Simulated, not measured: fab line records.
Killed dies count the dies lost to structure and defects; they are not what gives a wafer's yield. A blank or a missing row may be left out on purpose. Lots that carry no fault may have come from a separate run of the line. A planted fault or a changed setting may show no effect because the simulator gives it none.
A lot that was struck, set against a sound lot || flow sky130 || 16 out of 708 route steps
Sound: these wafers, L776.2, L776.4, L776.5. The struck wafers were L788.1, L788.4, L788.5. Last of all comes the cause.
For every step that has rows: the tool of each side, followed by ch and its chambers, followed by its first start. Under that, the readings that differ: sound wafers || struck wafers || difference of the means || sigmas: that difference in standard deviations of wafers without a fault.
alike: words and numbers the same on both sides, and readings whose means are apart by under 2 such deviations; not compared: readings that were withheld, readings missing a value for some wafer, numbers with overlapping values and no deviation given by the record, and bounds like >300 which may hide the same value.
The two part at a step that has a row with sigmas, a row that says differs or no value, or rows on one side only. Non-overlapping numbers with no deviation appear without sigmas and do not part them. A reading missing from all wafers of one side parts the sides only when that side holds two or more wafers.

SKY_LDD_HVP_TW_MEAS_10:
  sound on film metro-01 at day 23 03:28; struck on film metro-01 at day 26 20:09
  alike: LDD_HVP_TW
then, 7 steps without rows for these wafers: SKY_LDD_LDN_DEHYDRATE_00 (time 60 s); SKY_LDD_LDN_HMDS_01 (prime time 60 s); SKY_LDD_LDN_COAT_02 (resist thk 1140 nm); SKY_LDD_LDN_SOFTBAKE_03 (time 60 s); SKY_LDD_LDN_EXPOSE_04 (exposes mask LDNTM, target cd 700 nm); SKY_LDD_LDN_PEB_05; SKY_LDD_LDN_DEVELOP_06 (develop time 60 s).
SKY_LDD_LDN_OVL_MEAS_07:
  sound on overlay-02 at day 24 09:09; struck on overlay-01 at day 28 00:53
  alike: LDD_LDN_OVL
then, 3 steps without rows for these wafers: SKY_LDD_LDN_IMPLANT_08; SKY_LDD_LDN_IMPLANT_09; SKY_LDD_LDN_IMPLANT_10.
SKY_LDD_LDN_IMPLANT_11:
  sound on implanter-04 ch 0, day 24 09:40; struck on implanter-03 ch 0, day 28 01:23
{"reading": "dose ions cm2", "sound": "1.2501e+13 1.2513e+13 1.2494e+13", "struck": "1.7728e+13 1.7726e+13 1.7754e+13", "difference": "+5.2333e+12", "sigmas": "+99 or more"}
{"reading": "faraday current uA", "sound": "71.4 69.0 70.6", "struck": "101.3 103.1 99.4", "difference": "+30.9", "sigmas": "+24"}
SKY_LDD_LDN_STRIP_12: strips in O2/N2.
  sound on plasma asher-01 ch 1, day 24 09:47; struck on plasma asher-03 ch 0,1, day 28 01:32
  alike: drypump motor current A, oes product au, strip time to endpoint s
  not compared: rf hours counter h
SKY_LDD_LDN_TW_MEAS_13:
  sound on film metro-04 at day 24 09:53; struck on film metro-02 at day 28 01:52
{"reading": "LDD_LDN_TW", "sound": "1490 1492 1489", "struck": "1526 1529 1525", "difference": "+36", "sigmas": "+4"}
  not compared: hold
-- record jumps: 21 days separate the struck wafers' starts on either side; left off in module LDD_LDN, taken up again in module PAD_OPEN, whose first shown step is the route's number 708 --
SKY_PAD_OPEN_PROBE_99:
  sound on prober-01 at day 46 21:04; struck on prober-01 at day 49 03:37
{"reading": "killed at front end", "sound": "10 8 12", "struck": "20 22 17", "difference": "+10", "sigmas": "+2"}
{"reading": "model.etest.tip sonos.rs ohm sq", "sound": "2688 2686 2694", "struck": "2474 2537 2526", "difference": -177, "sigmas": ""}
  alike: killed_at_M0_to_M3, killed_at_M4_up, killed at contacts, killed at other, killed dies, killed open, killed short

## WHERE THEY PART
Earliest at SKY_LDD_LDN_IMPLANT_11; latest, in this record, at SKY_PAD_OPEN_PROBE_99.

WHY: whatever the simulator had introduced
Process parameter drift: implanter-03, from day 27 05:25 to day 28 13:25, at SKY_LDD_LDN_IMPLANT_11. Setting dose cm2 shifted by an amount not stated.
